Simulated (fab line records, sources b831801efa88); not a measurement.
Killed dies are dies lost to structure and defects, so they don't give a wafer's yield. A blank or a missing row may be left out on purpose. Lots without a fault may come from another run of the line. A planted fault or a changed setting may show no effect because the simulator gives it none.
A struck lot beside a sound one | flow sky130 | 28 steps out of a route of 708
Sound: wafers L888.1, L888.2, L888.5. Struck: wafer L903.5. (L903.1, L903.4 of the same lot were not struck and are left out.) The cause comes at the end.
At each step with rows: each side's tool, then ch and its chambers, then its first start. Under that, the readings that differ: sound wafers | struck wafers | difference of the means | sigmas: that difference in standard deviations of wafers without a fault.
alike: readings whose means differ by less than 2 such deviations, and words and numbers that are the same on both sides. not compared: withheld readings, readings that some wafer has no value for, bounds like >300 that may hide the same value, and numbers for which the record gives no deviation and whose values overlap.
The two part at a step that has a row with sigmas, a row that says differs or no value, or rows on one side only. Numbers that don't overlap but have no deviation are shown without sigmas and don't part them. A reading that every wafer of one side lacks parts them only if that side has two wafers or more.

first, 4 steps without rows for these wafers: SKY_VIA4_STRIP_14 (strips in post etch residue remover, time 1200 s); SKY_VIA4_CLEAN_15 (cleans in IPA, time 180 s); SKY_VIA4_CLEAN_16 (cleans in O3/DIW); SKY_VIA4_SPUTTER_17 (material TiN, target thk 20 nm, time 80 s).
SKY_VIA4_CVD_18: deposits W, target thk 505 nm, time 152.14 s.
  sound on cvd_w-01 ch 0,1, day 43 08:31; struck on cvd_w-02 ch 1, day 46 21:19
  reading              | sound                | struck | difference | sigmas
  susceptor_temp_C (C) | 399.75 399.82 399.77 | 400.27 | +0.49      | +2
  alike: heater_power_outer_w, heater_power_w
SKY_VIA4_RS_MEAS_19: measures by four-point-probe.
  sound on film_metro-03, day 43 08:40; struck on film_metro-03, day 46 21:29
  alike: VIA4_W_RS
SKY_VIA4_THK_MEAS_20: measures by xrf.
  sound on film_metro-03, day 43 08:47; struck on film_metro-03, day 46 21:36
  alike: VIA4_W_THK
then, 3 steps without rows for these wafers: SKY_VIA4_CMP_21 (polishes, stops on SiO2, t overpolish 25 s, target thk 0 nm); SKY_METAL5_SPUTTER_00 (material Ti, target thk 15 nm, time 10 s); SKY_METAL5_SPUTTER_01 (material TiN, target thk 20 nm, time 16.7 s).
SKY_METAL5_SPUTTER_02: material AlCu, target thk 1150 nm, time 61.2 s.
  sound on pvd_sputter-01, day 43 09:12; struck on pvd_sputter-04, day 46 23:55
  reading                | sound          | struck | difference | sigmas
  throttle_valve_pct (%) | 28.4 28.7 28.6 | 33.2   | +4.6       | +3
SKY_METAL5_SPUTTER_03: material Ti, target thk 5 nm, time 3.3 s.
  sound on pvd_sputter-01, day 43 09:15; struck on pvd_sputter-04, day 46 23:58
  reading                | sound          | struck | difference | sigmas
  throttle_valve_pct (%) | 28.0 28.3 28.4 | 33.3   | +5.1       | +3
SKY_METAL5_SPUTTER_04: material TiN, target thk 70 nm, time 58.3 s.
  sound on pvd_sputter-01, day 43 09:16; struck on pvd_sputter-04, day 46 23:59
  reading                                    | sound            | struck | difference | sigmas
  throttle_valve_pct (%)                     | 28.3 28.4 28.4   | 33.3   | +4.9       | +3
  model.TiN_of_METAL5_SPUTTER_04.thk_nm (nm) | 70.2 70.01 69.67 | 61.77  | -8.19      |
SKY_METAL5_RS_MEAS_05: measures by four-point-probe.
  sound on film_metro-01, day 43 09:19; struck on film_metro-01, day 47 00:02
  alike: METAL5_ALCU_RS
SKY_METAL5_THK_MEAS_06: measures by xrf.
  sound on film_metro-01, day 43 09:26; struck on film_metro-01, day 47 00:10
  alike: METAL5_ALCU_THK
then, 8 steps without rows for these wafers: SKY_METAL5_DEHYDRATE_07 (time 60 s); SKY_METAL5_HMDS_08 (prime time 60 s); SKY_METAL5_COAT_09 (resist thk 1800 nm); SKY_METAL5_SOFTBAKE_10 (time 60 s); SKY_METAL5_EXPOSE_11 (exposes mask MM5, target cd 1600 nm); SKY_METAL5_PEB_12; SKY_METAL5_DEVELOP_13 (develop time 60 s); SKY_METAL5_DESCUM_14 (chemistry O2, time 11 s).
SKY_METAL5_METAL_ETCH_15: etches the open film in Cl2/BCl3, stops on SiO2, target depth 1260 nm, time 252 s.
  sound on rie_metal-03 ch 0,1, day 44 07:29; struck on rie_metal-04 ch 0, day 47 19:21
  alike: drypump_motor_current_A, oes_product_au, throttle_valve_pct
  not compared: rf_hours_counter_h
SKY_METAL5_STRIP_16: strips in O2/N2.
  sound on plasma_asher-02 ch 0,1, day 44 07:43; struck on plasma_asher-01 ch 1, day 47 19:35
  reading                     | sound       | struck | difference | sigmas
  drypump_motor_current_A (A) | 6.1 5.8 6.1 | 4.8    | -1.2       | -3
  alike: oes_product_au, strip_time_to_endpoint_s
  not compared: rf_hours_counter_h
SKY_METAL5_STRIP_17: strips in post etch residue remover, time 1200 s.
  sound on wet_bench-02 ch 0, day 44 07:49; struck on wet_bench-04 ch 0, day 47 19:41
  reading                                    | sound             | struck | difference | sigmas
  model.TiN_of_METAL5_SPUTTER_04.thk_nm (nm) | 69.78 69.59 69.25 | 61.35  | -8.19      |
then, 1 step without rows for these wafers: SKY_METAL5_CLEAN_18 (cleans in IPA, time 180 s).
SKY_PAD_OPEN_PROBE_99:
  the record has rows for the sound wafers here (prober-02, day 46 08:40) and none for the struck ones

WHERE THEY PART
First at SKY_VIA4_CVD_18; last, within this record, at SKY_PAD_OPEN_PROBE_99.

WHY: what the simulator had put in
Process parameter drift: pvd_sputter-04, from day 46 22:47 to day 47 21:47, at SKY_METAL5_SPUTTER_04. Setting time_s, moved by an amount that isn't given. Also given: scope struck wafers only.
